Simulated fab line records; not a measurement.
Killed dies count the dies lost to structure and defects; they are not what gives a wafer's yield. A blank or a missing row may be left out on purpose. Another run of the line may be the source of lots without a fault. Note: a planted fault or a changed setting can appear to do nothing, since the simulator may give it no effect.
The tool behind it: which one? -- flow sky130 -- 7 lots with 19 wafers sampled at 4 steps, on a route of 708 steps

## WHAT EACH GAUGE READ, for each wafer
SKY_METAL2_RS_MEAS_05: measures by four-point-probe.
lot,measured,on,METAL2_ALCU_RS (ohm/sq)
L925,day 35 19:29,film metro-03,0.1294 0.1318 0.1290
L930,day 37 00:43,film metro-04,0.1261 0.1293 0.1274
L932,day 37 22:50,film metro-02,0.1277 0.1293 0.1277
L938,day 39 18:34,film metro-02,0.1251 0.1276 0.1252
L940,day 39 23:16,film metro-03,0.1276 0.1275 0.1275
L944,day 41 05:11,film metro-02,0.0770
L946,day 41 22:12,film metro-03,0.1263 0.1281 0.1273

## EACH LOT AND THE TOOL THAT RAN IT (in order: tool; ch and the chambers of the sampled wafers; start)
lot,SKY_METAL1_ETCH_18,SKY_METAL2_SPUTTER_00,SKY_METAL2_SPUTTER_02
L925,"rie metal-04 ch 0,1, day 34 13:13","pvd sputter-03, day 35 19:20","pvd sputter-03, day 35 19:23"
L930,"rie metal-04 ch 0,1, day 35 18:29","pvd sputter-01, day 37 00:35","pvd sputter-01, day 37 00:38"
L932,"rie metal-03 ch 0, day 36 17:08","pvd sputter-01, day 37 22:41","pvd sputter-01, day 37 22:44"
L938,"rie metal-01 ch 0,1, day 38 14:49","pvd sputter-03, day 39 18:26","pvd sputter-03, day 39 18:29"
L940,"rie metal-01 ch 1, day 38 19:04","pvd sputter-01, day 39 23:08","pvd sputter-01, day 39 23:11"
L944,"rie metal-01 ch 0, day 40 01:04","pvd sputter-01, day 41 04:59","pvd sputter-01, day 41 05:01"
L946,"rie metal-03 ch 0,1, day 40 18:10","pvd sputter-03, day 41 22:04","pvd sputter-03, day 41 22:07"
- SKY_METAL1_ETCH_18: etches BARC in N2/H2, stops on SiO2, time 45.9 s, target depth 60 nm.
- SKY_METAL2_SPUTTER_00: material Ti, target thk 15 nm, time 10 s.
- SKY_METAL2_SPUTTER_02: material AlCu, target thk 250 nm, time 13.3 s.

## THE ANSWER, worked out from the rows above alone
Rule: the lots themselves supply what counts as usual. Put in order of their means at a reading, lots are off if they are a third of the lots or fewer, leave a main group of 4 or more, and stand apart from it by a gap of 3 or more times the standard deviation of the main group's means; of several such gaps the widest counts. A main group is skipped when, at the precision printed for the reading in the tables above, its means are all equal. Also off: a lot with no number at a reading for which 4 or more lots have one. Where the step has rows for the other lots, those lots are counted as sound.
Off: L944, at SKY_METAL2_RS_MEAS_05 (METAL2_ALCU_RS). The main group has a mean of 0.1278 ohm/sq with a standard deviation of 0.0012.
If a tool, at a process step before that reading, ran all the lots that are off and no sound lot after the first of them, it fits. Those tools and the gauges at SKY_METAL2_RS_MEAS_05 are tried in the same way. Can't be told from this: 3 tools fit, rie metal-01 at SKY_METAL1_ETCH_18, pvd sputter-01 at SKY_METAL2_SPUTTER_00 and SKY_METAL2_SPUTTER_02, film metro-02 at SKY_METAL2_RS_MEAS_05.

## WHAT WAS PUT IN BY THE SIMULATOR
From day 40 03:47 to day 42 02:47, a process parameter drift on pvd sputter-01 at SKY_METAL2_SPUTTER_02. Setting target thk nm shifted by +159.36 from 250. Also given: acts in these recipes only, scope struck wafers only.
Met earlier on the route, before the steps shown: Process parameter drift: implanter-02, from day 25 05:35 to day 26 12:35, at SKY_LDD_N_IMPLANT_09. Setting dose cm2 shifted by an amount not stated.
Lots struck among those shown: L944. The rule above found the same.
